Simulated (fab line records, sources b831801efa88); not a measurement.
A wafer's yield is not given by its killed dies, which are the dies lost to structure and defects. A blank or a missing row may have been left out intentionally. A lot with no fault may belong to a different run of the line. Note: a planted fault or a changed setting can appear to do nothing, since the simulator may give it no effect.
2 desks looking at one fault -- flow gf180mcu -- numbers are kept per desk, each desk with only its own; the story behind them comes last

## DESK OF THE TOOL OWNER: pvd-sputter-04
The tool's own readings at GF_V3_SPUTTER_22 (material TiN, target thk 10 nm, time 40 s): means of the sampled wafers that have a number, for each lot that ran on this tool. The brackets show how far a lot's mean lies from the usual mean; more than 4 standard deviations puts the lot out of limits, marked OUT.
Columns: A = cathode-dc-power-W at GF_V3_SPUTTER_22, usual 3999.9 W; B = throttle-valve-pct at GF_V3_SPUTTER_22, usual 29.6 %
lot,first seen here,A,B
L358,day 24 00:02,3999.5,29.4
L359,day 24 04:46,4000.4,29.2
L369,day 27 18:38,4059.7 (+71) OUT,28.6
This desk's verdict: out of limits on L369, starting with L369 at day 27 18:38 (cathode-dc-power-W at GF_V3_SPUTTER_22). Within limits: L358, L359.

## AT THE METROLOGY DESK
Means of the sampled wafers that have a number, per lot and without regard to the tool the lot ran on: this is what the gauges read. The brackets show how far a lot's mean lies from the usual mean; more than 4 standard deviations puts the lot out of limits, marked OUT.
Columns: A = cd-nm at GF_V3_CD_MEAS_14, usual 260.1 nm
lot,first seen here,A
L354,day 22 17:59,261.1
L357,day 23 06:31,260.7
L356,day 23 10:10,259.5
L358,day 23 23:09,259.5
L359,day 24 03:56,260.3
L361,day 24 21:15,260.7
L365,day 26 10:17,260.2
L369,day 27 17:46,259.7
L368,day 27 19:04,258.9
L371,day 28 06:58,259.9
L373,day 29 01:34,260.4
L374,day 29 05:15,261.5
L376,day 29 15:26,258.8
This desk's finding: nothing out of limits on any of the 13 lots.

## TAKEN TOGETHER
On L369, at day 27 18:38, an alarm was possible from the tool owner's desk.
From the metrology desk's view, nothing was out of limits.
The metrology desk has L369 on record, within its limits.
Every lot named ran GF_V3_SPUTTER_22 on pvd-sputter-04.

## WHAT WAS PUT IN BY THE SIMULATOR
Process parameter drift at GF_V3_SPUTTER_22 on pvd-sputter-04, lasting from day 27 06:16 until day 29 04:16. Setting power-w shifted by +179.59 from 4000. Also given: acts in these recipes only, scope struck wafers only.
Struck lots among those shown: L369.
Time in hours from fault onset to the first out-of-limits reading at each desk: the tool owner's desk, 12.
